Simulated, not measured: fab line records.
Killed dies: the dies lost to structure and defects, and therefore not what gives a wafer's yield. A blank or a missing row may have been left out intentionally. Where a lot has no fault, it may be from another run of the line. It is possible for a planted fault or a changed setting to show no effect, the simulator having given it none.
A struck lot beside a sound one ; flow gf180mcu ; 15 steps out of a route of 602
Sound: the wafers L698.3, L698.4, L698.6. Wafers L704.2, L704.3, L704.6 were the ones struck. Last of all comes the cause.
Each step with rows lists, per side, the tool, then ch with its chambers, then its first start. Under that, the readings that differ: sound wafers ; struck wafers ; difference of the means ; sigmas: that difference in standard deviations of wafers without a fault.
alike: readings with means less than 2 such deviations apart, plus words and numbers identical on both sides. not compared: withheld readings, readings lacking a value on some wafer, bounds such as >300 that could conceal the same value, and numbers that have no deviation in the record and whose values overlap.
A row with sigmas, a row that says differs or no value, or rows on one side alone: a step with any of these is where the two part. Non-overlapping numbers with no deviation appear without sigmas and do not part them. A reading missing from all wafers of one side parts the sides only when that side holds two or more wafers.

first, 3 steps without rows for these wafers: GF_NWELL_EXPOSE_04 (exposes mask Nwell, target cd 860 nm); GF_NWELL_PEB_05; GF_NWELL_DEVELOP_06 (develop time 60 s).
GF_NWELL_OVL_MEAS_07:
  sound: overlay-02 at day 3 18:48; struck: overlay-01 at day 5 02:54
  alike: NWELL_OVL
then, 2 steps without rows for these wafers: GF_NWELL_IMPLANT_08; GF_NWELL_IMPLANT_09.
GF_NWELL_STRIP_10: strips in O2/N2.
  sound on plasma asher-02 ch 0,1, day 3 19:10; struck on plasma asher-02 ch 0,1, day 5 03:14
  alike: drypump motor current A, heater power w, oes product au, strip time to endpoint s
  not compared: rf hours counter h
GF_NWELL_TW_MEAS_11:
  sound: film metro-01 at day 3 19:15; struck: film metro-01 at day 5 03:20
  alike: NWELL_TW
then, 4 steps without rows for these wafers: GF_LVPWELL_DEHYDRATE_00 (time 60 s); GF_LVPWELL_HMDS_01 (prime time 60 s); GF_LVPWELL_COAT_02 (resist thk 3000 nm); GF_LVPWELL_SOFTBAKE_03.
GF_LVPWELL_EXPOSE_04: exposes mask LVPWELL, target cd 600 nm.
  sound on iline stepper-02 ch 0, day 4 02:22; struck on iline stepper-02 ch 0, day 5 10:32
reading;sound;struck;difference;sigmas
mask;LVPWELL#0 LVPWELL#0 LVPWELL#0;LVPWELL_R1#0 LVPWELL_R1#0 LVPWELL_R1#0;differs;
next, for these wafers, 1 step has no rows: GF_LVPWELL_PEB_05.
-- the record jumps here: 26 days lie between the struck wafers' starts before and after (it left off in module LVPWELL and takes up again in module PASSIVATION, whose first step shown is number 602 of the route) --
GF_PASSIVATION_PROBE_99:
  sound: prober-02 at day 29 17:08; struck: prober-02 at day 31 11:47
reading;sound;struck;difference;sigmas
model.etest.pwell in dnwell.line ohm um;4203 4212 4179;4324 4377 4317;+141;
model.etest.pwell in dnwell.width nm (nm);600.7 600.9 599;562.1 556.2 560.2;-40.7;
model.etest.nwell.width nm (nm);863 859.5 860.4;885.1 889.1 888;+26.4;

== WHERE THEY PART ==
GF_LVPWELL_EXPOSE_04 only, going by this record.

WHY: what the simulator had put in
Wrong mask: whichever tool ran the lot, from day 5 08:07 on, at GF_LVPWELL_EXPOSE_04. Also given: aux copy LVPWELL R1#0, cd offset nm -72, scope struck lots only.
